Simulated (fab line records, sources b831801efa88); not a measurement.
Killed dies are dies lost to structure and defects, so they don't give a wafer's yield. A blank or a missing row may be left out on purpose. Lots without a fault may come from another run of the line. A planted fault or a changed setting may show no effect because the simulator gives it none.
Which tool did it? | flow sfq_line | 14 lots, 42 wafers sampled, at 2 steps of a route of 325

WHAT THE GAUGES READ, wafer by wafer
SFQ_M6_RS_MEAS_938: measures by four-point-probe. Usual: M6_NB_RS 0.889 ohm/sq, standard deviation 0.012.
lot  | measured     | on            | M6_NB_RS (ohm/sq) | flag
L531 | day 72 13:23 | film_metro-01 | 0.907 0.894 0.896 |
L532 | day 72 14:38 | film_metro-01 | 0.890 0.873 0.890 |
L533 | day 73 03:56 | film_metro-02 | 0.919 0.891 0.895 |
L537 | day 73 19:25 | film_metro-02 | 0.894 0.865 0.873 |
L538 | day 74 04:59 | film_metro-01 | 0.908 0.902 0.901 |
L544 | day 77 10:07 | film_metro-02 | 0.567 0.562 0.900 | OFF
L545 | day 77 14:18 | film_metro-02 | 0.895 0.565 0.564 | OFF
L546 | day 78 15:04 | film_metro-02 | 0.876 0.886 0.873 |
L547 | day 79 00:40 | film_metro-04 | 0.866 0.889 0.884 |
L548 | day 79 01:52 | film_metro-04 | 0.908 0.894 0.892 |
L550 | day 79 04:16 | film_metro-02 | 0.896 0.869 0.874 |
L551 | day 79 07:54 | film_metro-01 | 0.879 0.881 0.896 |
L552 | day 79 23:18 | film_metro-04 | 0.884 0.907 0.886 |
L554 | day 80 04:04 | film_metro-04 | 0.898 0.874 0.885 |

WHICH TOOL RAN EACH LOT (tool, then ch and the chambers of the sampled wafers, then the start)
lot  | SFQ_TRILAYER_M6_DEP_SPUTTER_157
L531 | pvd_sputter-06, day 72 13:16
L532 | pvd_sputter-05, day 72 14:33
L533 | pvd_sputter-04, day 73 03:50
L537 | pvd_sputter-05, day 73 19:19
L538 | pvd_sputter-06, day 74 04:54
L544 | pvd_sputter-06, day 77 09:59
L545 | pvd_sputter-06, day 77 14:11
L546 | pvd_sputter-04, day 78 14:58
L547 | pvd_sputter-05, day 79 00:34
L548 | pvd_sputter-04, day 79 01:46
L550 | pvd_sputter-05, day 79 04:10
L551 | pvd_sputter-04, day 79 07:46
L552 | pvd_sputter-04, day 79 23:10
L554 | pvd_sputter-04, day 80 03:58
- SFQ_TRILAYER_M6_DEP_SPUTTER_157: material Nb, target thk 200 nm, time 133.3 s.

WHAT THE TOOLS THEMSELVES READ (means of the sampled wafers that have a number; where no wafer has one, the mark that the record gives instead)
SFQ_TRILAYER_M6_DEP_SPUTTER_157. Usual: substrate_temp_c 20.01 C, standard deviation 0.12; throttle_valve_pct 30.0 %, standard deviation 1.2.
lot  | tool           | substrate_temp_c (C) | throttle_valve_pct (%) | flag
L531 | pvd_sputter-06 | 19.91                | 30.3                   |
L532 | pvd_sputter-05 | 19.95                | 31.2                   |
L533 | pvd_sputter-04 | 20.05                | 30.0                   |
L537 | pvd_sputter-05 | 19.95                | 31.1                   |
L538 | pvd_sputter-06 | 20.00                | 30.1                   |
L544 | pvd_sputter-06 | 20.01                | 29.9                   |
L545 | pvd_sputter-06 | 20.14                | 29.9                   |
L546 | pvd_sputter-04 | 20.00                | 29.2                   |
L547 | pvd_sputter-05 | 19.90                | 30.4                   |
L548 | pvd_sputter-04 | 20.04                | 30.3                   |
L550 | pvd_sputter-05 | 19.98                | 30.0                   |
L551 | pvd_sputter-04 | 20.14                | 30.0                   |
L552 | pvd_sputter-04 | 20.08                | 30.1                   |
L554 | pvd_sputter-04 | 19.98                | 30.1                   |

THE ANSWER, worked out from the rows above alone
Rule: a lot is off if the mean of its wafers that have a number lies more than 3 standard deviations from the usual mean. A lot without any number at a reading at which 4 lots or more have one is off too. The other lots that the step has rows for count as sound. The gauges are gone through in route order, then the tools' own readings, and for those a lot's mean is taken as printed above. The first step at which some lot is off is used, and at that step the reading that is off furthest; a lot without a number counts as furthest.
Off: L544, L545, at SFQ_M6_RS_MEAS_938 (M6_NB_RS).
A tool fits if, at a process step before that reading, it ran every lot that is off, and no sound lot after the first of them. The gauges at SFQ_M6_RS_MEAS_938 are tried like those tools. One fits: pvd_sputter-06 at SFQ_TRILAYER_M6_DEP_SPUTTER_157. Its last sound lot is L538 (day 74 04:54), its first lot that is off L544 (day 77 09:59): a fault that began between those two fits.

WHAT THE SIMULATOR HAD PUT IN
Process parameter drift: pvd_sputter-06, from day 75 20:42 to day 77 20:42, at SFQ_TRILAYER_M6_DEP_SPUTTER_157. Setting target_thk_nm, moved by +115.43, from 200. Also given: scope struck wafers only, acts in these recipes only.
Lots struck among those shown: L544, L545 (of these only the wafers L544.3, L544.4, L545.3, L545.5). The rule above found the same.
